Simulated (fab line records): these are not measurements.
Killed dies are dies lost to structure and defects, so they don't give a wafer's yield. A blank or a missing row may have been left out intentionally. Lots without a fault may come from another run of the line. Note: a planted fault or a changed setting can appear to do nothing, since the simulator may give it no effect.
fab line records ; flow sky130
record lots=13; wafers=39; lastDay=50
route steps=708 shown SONOS_ONO@173 LDD_P@261 LDD_HVN@274 LDD_HVP@285 PAD_OPEN@708
lots with no fault: from the same line, run without faults
startH: the number of hours between the record's first day and the start of the first shown wafer of the lot ; waitH: time in hours since the lot's previous step ; " as in the row above ; L1.1+2: several wafers, shown together as one row ; - no value, or no start was given ; * or withheld: withheld ; < > ~ a bound
route shown NAME@n: NAME is a module with steps in the file, n the number in the route of the first one ; usual: mean/standard deviation of fault-free wafers ; same: alike in all rows ; chamber/n: place in a boat ; sites: per-site readings ; _std_site: standard deviation of those values ; _edge_site: inner sites' mean taken away from outer sites' mean ; radiusMm: for every site, how far away it sits from the centre of the wafer ; mask NAME#n: copy n ; behind: the most recent tool/chamber to have shaped the wafer ; hold: why the lot went on hold/how many hours it stayed there/how the hold came to an end ; device: names the non-switching transistor (n, p or np) ; end of line: the tests these same wafers got at the end of their route ; for a step that has no rows: nothing shown but its recipe ; killed: not the wafer's yield, but the dies lost to structure and defects at the first sort ; map: the dies of a wafer, with x for killed, . for not killed, _ for no die there
set.NAME: the setting that was run; set.NAME@STEP: the one run at that earlier step ; model.NAME: the simulator's own value behind a step, which no gauge read
steps of the route over a sample of lots; a table a step, a row a wafer
## steps
# step SKY_SONOS_ONO_THK_MEAS_05
# recipe reads=SiO2_of_SONOS_ONO_CVD_04
# usual SONOS_ONO_CVD_04_THK=5.77/0.094
lot.wafer;tool;chamber;startH;waitH;SONOS_ONO_CVD_04_THK[nm]
L886.3;filmMetro-03;-;251.16;0.0;5.78
L886.4;filmMetro-03;-;251.16;0.0;5.87
L886.5;filmMetro-03;-;251.16;0.0;5.82
L887.4;filmMetro-04;-;266.60;0.0;5.98
L887.5;filmMetro-04;-;266.60;0.0;5.94
L887.6;filmMetro-04;-;266.60;0.0;6.03
L888.1;filmMetro-01;-;269.41;0.0;5.71
L888.3;filmMetro-01;-;269.41;0.0;5.75
L888.5;filmMetro-01;-;269.41;0.0;5.74
L889.3;filmMetro-04;-;277.97;0.0;5.81
L889.5;filmMetro-04;-;277.97;0.0;5.94
L889.6;filmMetro-04;-;277.97;0.0;5.89
L890.1;filmMetro-04;-;283.57;0.0;5.69
L890.4;filmMetro-04;-;283.57;0.0;5.80
L890.5;filmMetro-04;-;283.57;0.0;5.81
L895.2;filmMetro-01;-;321.19;0.0;5.85
L895.4;filmMetro-01;-;321.19;0.0;5.71
L895.6;filmMetro-01;-;321.19;0.0;5.87
L901.2;filmMetro-03;-;377.10;0.0;5.82
L901.4;filmMetro-03;-;377.10;0.0;5.77
L901.5;filmMetro-03;-;377.10;0.0;5.90
L902.1;filmMetro-04;-;386.95;0.0;5.70
L902.4;filmMetro-04;-;386.95;0.0;5.82
L902.6;filmMetro-04;-;386.95;0.0;5.90
L904.1;filmMetro-03;-;394.55;0.0;5.78
L904.5;filmMetro-03;-;394.55;0.0;5.68
L904.6;filmMetro-03;-;394.55;0.0;5.69
L903.1;filmMetro-01;-;394.57;0.0;5.82
L903.2;filmMetro-01;-;394.57;0.0;5.77
L903.3;filmMetro-01;-;394.57;0.0;5.87
L906.1;filmMetro-01;-;413.00;0.0;5.83
L906.3;filmMetro-01;-;413.00;0.0;5.84
L906.4;filmMetro-01;-;413.00;0.0;5.68
L907.2;filmMetro-01;-;421.84;0.0;5.81
L907.3;filmMetro-01;-;421.84;0.0;5.81
L907.5;filmMetro-01;-;421.84;0.0;5.86
L909.1;filmMetro-01;-;443.11;0.0;5.61
L909.5;filmMetro-01;-;443.11;0.0;5.62
L909.6;filmMetro-01;-;443.11;0.0;5.73
# step SKY_LDD_P_DEVELOP_06
# recipe resist=NOVOLAK; developer=TMAH; developTimeS=60; devTempC=23.82
# usual resistLineTempC=23.03/0.098
lot.wafer;tool;chamber;startH;waitH;resistLineTempC
L886.3;lithoTrack-04;0;423.68;0.1;23.00
L886.4;lithoTrack-04;0;423.68;0.1;23.02
L886.5;lithoTrack-04;0;423.68;0.1;22.97
L888.1;lithoTrack-02;0;446.77;0.1;23.25
L888.3;lithoTrack-02;0;446.77;0.1;23.14
L888.5;lithoTrack-02;0;446.77;0.1;23.19
L887.4;lithoTrack-03;0;446.84;0.1;22.97
L887.5;lithoTrack-03;0;446.84;0.1;22.86
L887.6;lithoTrack-03;0;446.84;0.1;23.04
L889.3;lithoTrack-02;0;466.12;0.1;23.14
L889.5;lithoTrack-02;0;466.12;0.1;23.06
L889.6;lithoTrack-02;0;466.12;0.1;23.04
L890.1;lithoTrack-02;0;466.37;0.1;23.04
L890.4;lithoTrack-02;0;466.37;0.1;22.97
L890.5;lithoTrack-02;0;466.37;0.1;23.00
L895.2;lithoTrack-02;0;509.04;0.1;22.93
L895.4;lithoTrack-02;0;509.04;0.1;23.00
L895.6;lithoTrack-02;0;509.04;0.1;23.01
L901.2;lithoTrack-02;0;569.44;0.1;23.02
L901.4;lithoTrack-02;0;569.44;0.1;23.15
L901.5;lithoTrack-02;0;569.44;0.1;23.10
L902.1;lithoTrack-02;0;580.32;0.1;23.01
L902.4;lithoTrack-02;0;580.32;0.1;23.01
L902.6;lithoTrack-02;0;580.32;0.1;22.86
L904.1;lithoTrack-03;0;585.66;0.1;23.15
L904.5;lithoTrack-03;0;585.66;0.1;23.07
L904.6;lithoTrack-03;0;585.66;0.1;23.07
L903.1;lithoTrack-03;0;588.66;0.1;23.14
L903.2;lithoTrack-03;0;588.66;0.1;23.06
L903.3;lithoTrack-03;0;588.66;0.1;23.03
L906.1;lithoTrack-02;0;605.47;0.1;23.06
L906.3;lithoTrack-02;0;605.47;0.1;23.08
L906.4;lithoTrack-02;0;605.47;0.1;22.98
L907.2;lithoTrack-02;0;612.19;0.1;22.96
L907.3;lithoTrack-02;0;612.19;0.1;22.88
L907.5;lithoTrack-02;0;612.19;0.1;22.88
L909.1;lithoTrack-03;0;635.46;0.1;22.98
L909.5;lithoTrack-03;0;635.46;0.1;23.12
L909.6;lithoTrack-03;0;635.46;0.1;22.99
# step SKY_LDD_P_CD_MEAS_07
# recipe targetCdNm=380
# usual cdNm=380.8/2.6
lot.wafer;tool;chamber;startH;waitH;hold;cdNm
L886.3;cdSem-02;-;423.82;0.1;-;378.0
L886.4;cdSem-02;-;423.82;0.1;-;377.2
L886.5;cdSem-02;-;423.82;0.1;-;379.8
L888.1;cdSem-01;-;446.92;0.1;-;378.1
L888.3;cdSem-01;-;446.92;0.1;-;376.7
L888.5;cdSem-01;-;446.92;0.1;-;377.8
L887.4;cdSem-02;-;446.97;0.1;-;381.9
L887.5;cdSem-02;-;446.97;0.1;-;383.5
L887.6;cdSem-02;-;446.97;0.1;-;382.0
L889.3;cdSem-01;-;466.26;0.1;-;384.2
L889.5;cdSem-01;-;466.26;0.1;-;381.5
L889.6;cdSem-01;-;466.26;0.1;-;382.9
L890.1;cdSem-01;-;466.52;0.1;awaitDispo/0.2h/release;421.1
L890.4;cdSem-01;-;466.52;0.1;awaitDispo/0.2h/release;422.2
L890.5;cdSem-01;-;466.52;0.1;awaitDispo/0.2h/release;419.2
L890.1;cdSem-01;-;466.80;0.3;-;421.0
L890.4;cdSem-01;-;466.80;0.3;-;422.5
L890.5;cdSem-01;-;466.80;0.3;-;419.2
L895.2;cdSem-02;-;509.19;0.1;awaitDispo/0.2h/release;417.0
L895.4;cdSem-02;-;509.19;0.1;awaitDispo/0.2h/release;418.5
L895.6;cdSem-02;-;509.19;0.1;awaitDispo/0.2h/release;415.8
L895.2;cdSem-02;-;509.47;0.3;-;417.4
L895.4;cdSem-02;-;509.47;0.3;-;418.4
L895.6;cdSem-02;-;509.47;0.3;-;415.7
L901.2;cdSem-02;-;569.59;0.1;-;381.6
L901.4;cdSem-02;-;569.59;0.1;-;381.5
L901.5;cdSem-02;-;569.59;0.1;-;381.5
L902.1;cdSem-01;-;580.48;0.1;-;382.3
L902.4;cdSem-01;-;580.48;0.1;-;382.7
L902.6;cdSem-01;-;580.48;0.1;-;382.6
L904.1;cdSem-02;-;585.81;0.1;-;383.2
L904.5;cdSem-02;-;585.81;0.1;-;383.2
L904.6;cdSem-02;-;585.81;0.1;-;382.7
L903.1;cdSem-01;-;588.81;0.1;-;381.9
L903.2;cdSem-01;-;588.81;0.1;-;380.6
L903.3;cdSem-01;-;588.81;0.1;-;378.9
L906.1;cdSem-02;-;605.62;0.1;-;379.9
L906.3;cdSem-02;-;605.62;0.1;-;377.1
L906.4;cdSem-02;-;605.62;0.1;-;380.0
L907.2;cdSem-02;-;612.34;0.1;-;379.3
L907.3;cdSem-02;-;612.34;0.1;-;379.0
L907.5;cdSem-02;-;612.34;0.1;-;374.3
L909.1;cdSem-01;-;635.61;0.1;-;379.6
L909.5;cdSem-01;-;635.61;0.1;-;377.8
L909.6;cdSem-01;-;635.61;0.1;-;381.9
# step SKY_LDD_HVN_OVL_MEAS_07
# usual LDD_HVN_OVL=-0.4/1.4
lot.wafer;tool;chamber;startH;waitH;LDD_HVN_OVL[nm]
L886.3;overlay-01;-;455.14;0.1;-2.1
L886.4;overlay-01;-;455.14;0.1;-2.2
L886.5;overlay-01;-;455.14;0.1;-2.4
L887.4;overlay-01;-;478.47;0.1;-0.5
L887.5;overlay-01;-;478.47;0.1;-0.6
L887.6;overlay-01;-;478.47;0.1;0.2
L888.1;overlay-02;-;478.58;0.1;-1.8
L888.3;overlay-02;-;478.58;0.1;-3.9
L888.5;overlay-02;-;478.58;0.1;-2.2
L889.3;overlay-01;-;497.64;0.1;-1.3
L889.5;overlay-01;-;497.64;0.1;-0.2
L889.6;overlay-01;-;497.64;0.1;0.9
L890.1;overlay-02;-;498.23;0.1;0.6
L890.4;overlay-02;-;498.23;0.1;1.6
L890.5;overlay-02;-;498.23;0.1;-1.6
L895.2;overlay-02;-;540.51;0.1;-2.2
L895.4;overlay-02;-;540.51;0.1;-2.0
L895.6;overlay-02;-;540.51;0.1;-1.6
L901.2;overlay-01;-;599.23;0.1;0.9
L901.4;overlay-01;-;599.23;0.1;1.3
L901.5;overlay-01;-;599.23;0.1;2.3
L902.1;overlay-02;-;609.75;0.1;-1.0
L902.4;overlay-02;-;609.75;0.1;0.3
L902.6;overlay-02;-;609.75;0.1;0.1
L904.1;overlay-02;-;614.90;0.1;0.8
L904.5;overlay-02;-;614.90;0.1;1.5
L904.6;overlay-02;-;614.90;0.1;0.8
L903.1;overlay-01;-;618.31;0.1;2.0
L903.2;overlay-01;-;618.31;0.1;0.8
L903.3;overlay-01;-;618.31;0.1;2.2
L906.1;overlay-02;-;633.83;0.1;-0.5
L906.3;overlay-02;-;633.83;0.1;1.2
L906.4;overlay-02;-;633.83;0.1;0.9
L907.2;overlay-02;-;639.93;0.1;-1.5
L907.3;overlay-02;-;639.93;0.1;-0.3
L907.5;overlay-02;-;639.93;0.1;-0.6
L909.1;overlay-02;-;664.20;0.1;1.8
L909.5;overlay-02;-;664.20;0.1;-0.9
L909.6;overlay-02;-;664.20;0.1;1.2
# step SKY_LDD_HVP_OVL_MEAS_07
# usual LDD_HVP_OVL=0.5/1.4
lot.wafer;tool;chamber;startH;waitH;LDD_HVP_OVL[nm]
L886.3;overlay-02;-;486.84;0.1;1.8
L886.4;overlay-02;-;486.84;0.1;0.5
L886.5;overlay-02;-;486.84;0.1;1.0
L887.4;overlay-01;-;509.37;0.1;0.0
L887.5;overlay-01;-;509.37;0.1;2.3
L887.6;overlay-01;-;509.37;0.1;2.0
L888.1;overlay-02;-;509.65;0.1;-1.0
L888.3;overlay-02;-;509.65;0.1;-2.4
L888.5;overlay-02;-;509.65;0.1;-1.8
L889.3;overlay-01;-;529.22;0.1;-0.5
L889.5;overlay-01;-;529.22;0.1;2.2
L889.6;overlay-01;-;529.22;0.1;1.0
L890.1;overlay-01;-;529.72;0.1;-0.7
L890.4;overlay-01;-;529.72;0.1;-0.4
L890.5;overlay-01;-;529.72;0.1;0.2
L895.2;overlay-01;-;569.87;0.1;0.7
L895.4;overlay-01;-;569.87;0.1;2.8
L895.6;overlay-01;-;569.87;0.1;1.3
L901.2;overlay-01;-;626.43;0.1;1.3
L901.4;overlay-01;-;626.43;0.1;2.8
L901.5;overlay-01;-;626.43;0.1;2.6
L902.1;overlay-01;-;637.58;0.1;0.0
L902.4;overlay-01;-;637.58;0.1;0.5
L902.6;overlay-01;-;637.58;0.1;0.3
L904.1;overlay-01;-;642.20;0.1;2.1
L904.5;overlay-01;-;642.20;0.1;1.1
L904.6;overlay-01;-;642.20;0.1;1.4
L903.1;overlay-01;-;647.27;0.1;1.0
L903.2;overlay-01;-;647.27;0.1;2.8
L903.3;overlay-01;-;647.27;0.1;1.5
L906.1;overlay-01;-;662.10;0.1;1.4
L906.3;overlay-01;-;662.10;0.1;2.1
L906.4;overlay-01;-;662.10;0.1;0.6
L907.2;overlay-01;-;668.66;0.1;0.4
L907.3;overlay-01;-;668.66;0.1;3.1
L907.5;overlay-01;-;668.66;0.1;2.1
L909.1;overlay-01;-;691.02;0.1;-0.4
L909.5;overlay-01;-;691.02;0.1;-1.8
L909.6;overlay-01;-;691.02;0.1;0.3
# step SKY_PAD_OPEN_PROBE_99
# usual killed_at_M0_to_M3=44/7.9; killed_at_M4_up=3.1/2; killedAtContacts=23/4.9; killedAtFrontEnd=15/3.9; killedAtOther=0.2/0.49; killedDies=86/10; killedOpen=47/7.1; killedShort=39/7.1
# same grossDies=492; killedAtBackSide=0
lot.wafer;tool;chamber;startH;waitH;killed_at_M0_to_M3;killed_at_M4_up;killedAtContacts;killedAtFrontEnd;killedAtOther;killedDies;killedOpen;killedShort
L886.3;prober-02;-;1071.68;0.2;49;1;28;15;0;93;50;43
L886.4;prober-02;-;1071.73;0.2;52;5;26;15;2;100;50;50
L886.5;prober-02;-;1071.78;0.2;40;0;21;16;0;77;44;33
L887.4;prober-01;-;1082.63;0.2;29;5;22;19;1;76;49;24
L887.5;prober-01;-;1082.68;0.2;45;2;23;17;1;88;47;41
L887.6;prober-01;-;1082.73;0.2;32;7;16;18;0;73;31;42
L888.1;prober-02;-;1084.79;0.1;34;1;24;15;0;74;39;34
L888.3;prober-02;-;1084.89;0.2;49;1;18;9;0;77;43;34
L888.5;prober-02;-;1084.99;0.2;47;5;25;19;0;96;46;50
L889.3;prober-01;-;1098.94;0.2;49;4;22;11;0;86;49;37
L889.5;prober-01;-;1099.04;0.2;33;1;27;19;0;80;43;37
L889.6;prober-01;-;1099.09;0.2;41;3;17;15;0;76;41;35
L890.1;prober-02;-;1099.59;0.1;65;3;21;16;0;105;56;49
L890.4;prober-02;-;1099.74;0.2;50;5;25;20;1;101;47;54
L890.5;prober-02;-;1099.79;0.2;47;3;19;15;0;84;43;41
L895.2;prober-01;-;1133.87;0.1;38;4;25;14;0;81;55;26
L895.4;prober-01;-;1133.97;0.2;56;1;19;7;0;83;41;42
L895.6;prober-01;-;1134.07;0.2;52;5;23;10;0;90;46;43
L901.2;prober-01;-;1163.30;0.1;41;0;21;16;0;78;46;32
L901.4;prober-01;-;1163.40;0.2;46;2;16;13;0;77;42;35
L901.5;prober-01;-;1163.45;0.2;46;4;30;15;1;96;52;44
L902.1;prober-02;-;1168.52;0.1;40;1;23;7;0;71;39;32
L902.4;prober-02;-;1168.67;0.2;66;1;25;23;0;115;67;48
L902.6;prober-02;-;1168.77;0.2;41;7;23;9;0;80;36;44
L904.1;prober-01;-;1170.67;0.1;39;5;27;12;0;83;45;38
L904.5;prober-01;-;1170.87;0.2;44;2;21;13;0;80;43;37
L904.6;prober-01;-;1170.92;0.2;55;1;17;17;0;90;57;33
L903.1;prober-02;-;1173.83;0.1;41;3;20;25;0;89;51;38
L903.2;prober-02;-;1173.88;0.1;42;2;22;16;0;82;41;41
L903.3;prober-02;-;1173.93;0.2;34;2;22;15;0;73;43;30
L906.1;prober-02;-;1184.29;0.1;46;4;25;17;0;92;46;46
L906.3;prober-02;-;1184.39;0.2;40;4;19;11;0;74;44;30
L906.4;prober-02;-;1184.44;0.2;55;7;15;14;0;91;47;44
L907.2;prober-01;-;1186.37;0.1;39;5;20;17;0;81;46;35
L907.3;prober-01;-;1186.42;0.2;36;0;21;11;1;69;41;28
L907.5;prober-01;-;1186.52;0.2;38;2;17;21;1;79;44;34
L909.1;prober-01;-;1199.52;0.1;50;5;24;9;0;88;45;42
L909.5;prober-01;-;1199.72;0.2;45;1;24;15;1;86;39;47
L909.6;prober-01;-;1199.77;0.2;42;2;20;11;0;75;33;40
# killed by level:class
L886.3 VIA1:geometricParticle:open=15 LI_CONTACT:geometricParticle:open=10 METAL2:geometricParticle:short=8 CONTACT:geometricParticle:open=7 FIELD_ISO:geometricParticle:short=6 FIELD_ISO:geometricParticle:open=4 POLY_GATE:geometricParticle:short=4 LOCAL_INTERCONNECT:geometricParticle:short=4
L886.4 VIA1:geometricParticle:open=12 METAL2:geometricParticle:short=10 VIA3:geometricParticle:open=8 LI_CONTACT:geometricParticle:open=8 METAL1:geometricParticle:short=6 CONTACT:geometricParticle:open=6 FIELD_ISO:geometricParticle:short=4 POLY_GATE:geometricParticle:open=4
L886.5 VIA1:geometricParticle:open=9 VIA3:geometricParticle:open=8 LI_CONTACT:geometricParticle:open=7 CONTACT:geometricParticle:open=7 POLY_GATE:geometricParticle:open=5 VIA1:geometricParticle:short=5 FIELD_ISO:geometricParticle:short=4 CONTACT:geometricParticle:short=4
L887.4 VIA1:geometricParticle:open=10 VIA2:geometricParticle:open=9 FIELD_ISO:geometricParticle:open=7 CONTACT:geometricParticle:open=7 LI_CONTACT:geometricParticle:open=6 LOCAL_INTERCONNECT:geometricParticle:short=4 POLY_GATE:geometricParticle:short=3 CONTACT:geometricParticle:short=3
L887.5 VIA2:geometricParticle:open=11 VIA1:geometricParticle:open=9 VIA3:geometricParticle:open=7 CONTACT:geometricParticle:short=7 VIA1:geometricParticle:short=6 FIELD_ISO:geometricParticle:short=5 LOCAL_INTERCONNECT:geometricParticle:short=5 LI_CONTACT:geometricParticle:open=4
L887.6 VIA1:geometricParticle:short=8 VIA1:geometricParticle:open=7 METAL4:geometricParticle:short=6 FIELD_ISO:geometricParticle:open=5 LOCAL_INTERCONNECT:geometricParticle:short=5 FIELD_ISO:geometricParticle:short=4 LI_CONTACT:geometricParticle:short=4 LI_CONTACT:geometricParticle:open=4
L888.1 CONTACT:geometricParticle:open=8 FIELD_ISO:geometricParticle:open=7 VIA1:geometricParticle:open=7 VIA1:geometricParticle:short=6 CONTACT:geometricParticle:short=5 LOCAL_INTERCONNECT:geometricParticle:short=5 FIELD_ISO:geometricParticle:short=4 VIA2:geometricParticle:open=4
L888.3 VIA1:geometricParticle:open=10 METAL2:geometricParticle:short=8 VIA2:geometricParticle:open=7 LI_CONTACT:geometricParticle:open=6 CONTACT:geometricParticle:open=6 METAL1:geometricParticle:short=6 VIA1:geometricParticle:short=6 VIA3:geometricParticle:open=6
L888.5 VIA1:geometricParticle:open=11 CONTACT:geometricParticle:open=9 VIA3:geometricParticle:open=8 FIELD_ISO:geometricParticle:short=7 LI_CONTACT:geometricParticle:open=6 VIA1:geometricParticle:short=6 VIA2:geometricParticle:short=6 LI_CONTACT:geometricParticle:short=5
L889.3 VIA3:geometricParticle:open=12 CONTACT:geometricParticle:open=10 VIA1:geometricParticle:short=7 VIA1:geometricParticle:open=7 METAL2:geometricParticle:short=6 VIA2:geometricParticle:open=6 METAL3:geometricParticle:short=6 LI_CONTACT:geometricParticle:open=5
L889.5 CONTACT:geometricParticle:open=9 CONTACT:geometricParticle:short=7 LI_CONTACT:geometricParticle:open=6 VIA3:geometricParticle:open=6 POLY_GATE:geometricParticle:short=5 POLY_GATE:geometricParticle:open=5 VIA1:geometricParticle:open=4 VIA2:geometricParticle:open=4
L889.6 VIA1:geometricParticle:open=9 VIA2:geometricParticle:open=7 CONTACT:geometricParticle:open=6 FIELD_ISO:geometricParticle:short=5 LI_CONTACT:geometricParticle:open=5 VIA3:geometricParticle:short=5 METAL2:geometricParticle:open=4 METAL3:geometricParticle:short=4
L890.1 VIA2:geometricParticle:open=12 VIA3:geometricParticle:open=10 VIA1:geometricParticle:open=10 FIELD_ISO:geometricParticle:short=8 METAL1:geometricParticle:short=7 CONTACT:geometricParticle:open=6 METAL2:geometricParticle:short=6 LI_CONTACT:geometricParticle:open=5
L890.4 VIA1:geometricParticle:open=17 LOCAL_INTERCONNECT:geometricParticle:short=8 CONTACT:geometricParticle:short=7 CONTACT:geometricParticle:open=7 VIA2:geometricParticle:open=7 POLY_GATE:geometricParticle:short=6 METAL1:geometricParticle:short=5 VIA2:geometricParticle:short=5
L890.5 VIA3:geometricParticle:open=12 VIA1:geometricParticle:open=10 CONTACT:geometricParticle:short=8 METAL1:geometricParticle:short=7 FIELD_ISO:geometricParticle:short=5 CONTACT:geometricParticle:open=5 VIA2:geometricParticle:open=5 VIA1:geometricParticle:short=4
L895.2 CONTACT:geometricParticle:open=15 VIA1:geometricParticle:open=9 VIA2:geometricParticle:open=8 POLY_GATE:geometricParticle:open=7 VIA3:geometricParticle:open=7 LI_CONTACT:geometricParticle:open=4 METAL2:geometricParticle:short=4 METAL4:geometricParticle:short=4
L895.4 VIA1:geometricParticle:open=10 VIA3:geometricParticle:open=9 VIA1:geometricParticle:short=8 CONTACT:geometricParticle:open=7 METAL1:geometricParticle:short=6 METAL2:geometricParticle:short=6 LI_CONTACT:geometricParticle:open=4 CONTACT:geometricParticle:short=4
L895.6 VIA1:geometricParticle:open=17 VIA3:geometricParticle:open=8 METAL2:geometricParticle:short=7 LI_CONTACT:geometricParticle:open=7 CONTACT:geometricParticle:short=7 VIA1:geometricParticle:short=6 METAL4:geometricParticle:short=5 CONTACT:geometricParticle:open=4
L901.2 CONTACT:geometricParticle:open=9 VIA3:geometricParticle:open=8 VIA1:geometricParticle:open=7 VIA2:geometricParticle:open=7 FIELD_ISO:geometricParticle:short=5 METAL1:geometricParticle:short=5 POLY_GATE:geometricParticle:open=4 LI_CONTACT:geometricParticle:open=4
L901.4 CONTACT:geometricParticle:open=8 VIA2:geometricParticle:open=8 VIA1:geometricParticle:open=7 METAL1:geometricParticle:short=6 VIA1:geometricParticle:short=6 VIA3:geometricParticle:open=6 LI_CONTACT:geometricParticle:open=5 METAL3:geometricParticle:short=5
L901.5 CONTACT:geometricParticle:open=9 VIA2:geometricParticle:open=9 LI_CONTACT:geometricParticle:open=8 LI_CONTACT:geometricParticle:short=7 METAL2:geometricParticle:short=6 VIA3:geometricParticle:short=6 VIA3:geometricParticle:open=6 POLY_GATE:geometricParticle:short=4
L902.1 VIA1:geometricParticle:open=14 LI_CONTACT:geometricParticle:open=7 CONTACT:geometricParticle:open=6 CONTACT:geometricParticle:short=6 VIA2:geometricParticle:open=5 METAL1:geometricParticle:short=4 LOCAL_INTERCONNECT:geometricParticle:short=3 VIA3:geometricParticle:open=3
L902.4 VIA1:geometricParticle:open=14 VIA3:geometricParticle:open=12 VIA2:geometricParticle:open=10 CONTACT:geometricParticle:open=7 VIA1:geometricParticle:short=7 POLY_GATE:geometricParticle:open=6 VIA3:geometricParticle:short=6 CONTACT:geometricParticle:short=6
L902.6 VIA1:geometricParticle:open=9 CONTACT:geometricParticle:open=7 METAL2:geometricParticle:short=6 VIA2:geometricParticle:open=6 LI_CONTACT:geometricParticle:short=5 VIA1:geometricParticle:short=5 LI_CONTACT:geometricParticle:open=4 METAL4:geometricParticle:short=4
L904.1 CONTACT:geometricParticle:open=15 VIA1:geometricParticle:open=9 CONTACT:geometricParticle:short=6 VIA2:geometricParticle:open=6 METAL2:geometricParticle:short=5 VIA3:geometricParticle:open=5 FIELD_ISO:geometricParticle:short=4 VIA3:geometricParticle:short=4
L904.5 VIA1:geometricParticle:open=12 CONTACT:geometricParticle:open=10 VIA1:geometricParticle:short=10 CONTACT:geometricParticle:short=6 FIELD_ISO:geometricParticle:open=5 METAL1:geometricParticle:short=4 VIA2:geometricParticle:open=4 VIA3:geometricParticle:open=3
L904.6 VIA1:geometricParticle:open=18 FIELD_ISO:geometricParticle:open=11 METAL2:geometricParticle:short=9 LI_CONTACT:geometricParticle:open=8 VIA3:geometricParticle:open=8 VIA2:geometricParticle:short=6 FIELD_ISO:geometricParticle:short=5 VIA2:geometricParticle:open=5
L903.1 FIELD_ISO:geometricParticle:open=9 VIA1:geometricParticle:open=9 CONTACT:geometricParticle:open=7 CONTACT:geometricParticle:short=7 VIA2:geometricParticle:open=7 FIELD_ISO:geometricParticle:short=6 VIA1:geometricParticle:short=5 POLY_GATE:geometricParticle:short=5
L903.2 CONTACT:geometricParticle:open=13 VIA1:geometricParticle:open=10 METAL2:geometricParticle:short=8 VIA2:geometricParticle:open=6 FIELD_ISO:geometricParticle:short=4 POLY_GATE:geometricParticle:short=4 POLY_GATE:geometricParticle:open=4 LI_CONTACT:geometricParticle:open=4
L903.3 CONTACT:geometricParticle:open=9 LI_CONTACT:geometricParticle:open=7 POLY_GATE:geometricParticle:open=6 METAL2:geometricParticle:short=6 VIA2:geometricParticle:open=6 VIA3:geometricParticle:open=6 CONTACT:geometricParticle:short=5 FIELD_ISO:geometricParticle:open=4
L906.1 VIA3:geometricParticle:open=9 VIA2:geometricParticle:open=8 VIA1:geometricParticle:open=8 LI_CONTACT:geometricParticle:open=7 FIELD_ISO:geometricParticle:short=5 LOCAL_INTERCONNECT:geometricParticle:short=5 CONTACT:geometricParticle:short=5 METAL2:geometricParticle:short=5
L906.3 VIA2:geometricParticle:open=10 CONTACT:geometricParticle:open=6 VIA1:geometricParticle:open=6 METAL2:geometricParticle:short=6 LI_CONTACT:geometricParticle:open=6 VIA3:geometricParticle:open=5 VIA2:geometricParticle:short=5 FIELD_ISO:geometricParticle:open=4
L906.4 VIA1:geometricParticle:open=15 VIA3:geometricParticle:open=13 VIA2:geometricParticle:open=8 VIA1:geometricParticle:short=6 CONTACT:geometricParticle:short=6 METAL4:geometricParticle:short=6 FIELD_ISO:geometricParticle:short=4 POLY_GATE:geometricParticle:short=4
L907.2 VIA3:geometricParticle:open=11 CONTACT:geometricParticle:open=8 VIA1:geometricParticle:open=7 VIA2:geometricParticle:open=6 LOCAL_INTERCONNECT:geometricParticle:short=5 POLY_GATE:geometricParticle:short=4 SPACER:geometricParticle:short=4 METAL1:geometricParticle:short=4
L907.3 VIA1:geometricParticle:open=8 METAL2:geometricParticle:short=8 CONTACT:geometricParticle:open=7 LI_CONTACT:geometricParticle:open=7 VIA3:geometricParticle:open=5 POLY_GATE:geometricParticle:open=4 POLY_GATE:geometricParticle:short=4 VIA2:geometricParticle:open=4
L907.5 VIA1:geometricParticle:open=13 CONTACT:geometricParticle:open=7 FIELD_ISO:geometricParticle:open=6 METAL1:geometricParticle:short=6 POLY_GATE:geometricParticle:open=5 METAL3:geometricParticle:short=5 FIELD_ISO:geometricParticle:short=4 LI_CONTACT:geometricParticle:open=4
L909.1 VIA1:geometricParticle:open=14 LI_CONTACT:geometricParticle:open=9 VIA2:geometricParticle:open=6 VIA3:geometricParticle:open=6 VIA1:geometricParticle:short=5 FIELD_ISO:geometricParticle:short=4 LOCAL_INTERCONNECT:geometricParticle:short=4 CONTACT:geometricParticle:short=4
L909.5 VIA1:geometricParticle:open=7 METAL2:geometricParticle:short=7 VIA3:geometricParticle:open=7 LI_CONTACT:geometricParticle:short=6 LOCAL_INTERCONNECT:geometricParticle:short=6 CONTACT:geometricParticle:open=6 VIA3:geometricParticle:short=5 METAL1:geometricParticle:short=4
L909.6 VIA1:geometricParticle:open=8 VIA2:geometricParticle:open=6 CONTACT:geometricParticle:open=6 CONTACT:geometricParticle:short=5 METAL3:geometricParticle:short=4 LI_CONTACT:geometricParticle:open=4 LOCAL_INTERCONNECT:geometricParticle:short=4 VIA1:geometricParticle:short=4
## key
firstSign step=SKY_LDD_P_CD_MEAS_07; reading=visit; direction=added; through=controlLoop
effect step=SKY_LDD_P_CD_MEAS_07; reading=cdNm; direction=up; sigmas=15; usual=380.8; struck=419.0; through=controlLoop
metAt SKY_LDD_P_DEVELOP_06
struckLots L890,L895
testerLeftOut L890,L895
loopTrim step=SKY_LDD_P_EXPOSE_04; setting=dose; lots=L895
notActingAt SKY_SONOS_ONO_THK_MEAS_05,SKY_LDD_HVN_OVL_MEAS_07,SKY_LDD_HVP_OVL_MEAS_07
onsetBetween 466.12 466.37
fault kind=processParameterDrift; tool=lithoTrack-02; chamber=-; onsetH=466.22; steps=SKY_LDD_P_DEVELOP_06; channel=developTimeS; offset=*; shape=step; endH=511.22; actsIn=*; stated=*
# testerLeftOut: of these lots the tester's yield and bins aren't shown, on N5 and GAA mostly nor the transistor test; their killed dies are dies lost to structure and defects alone, not to doping, threshold or leakage, so they don't give the yield
# loopTrim: a control loop set the setting to another value than it would have without faults
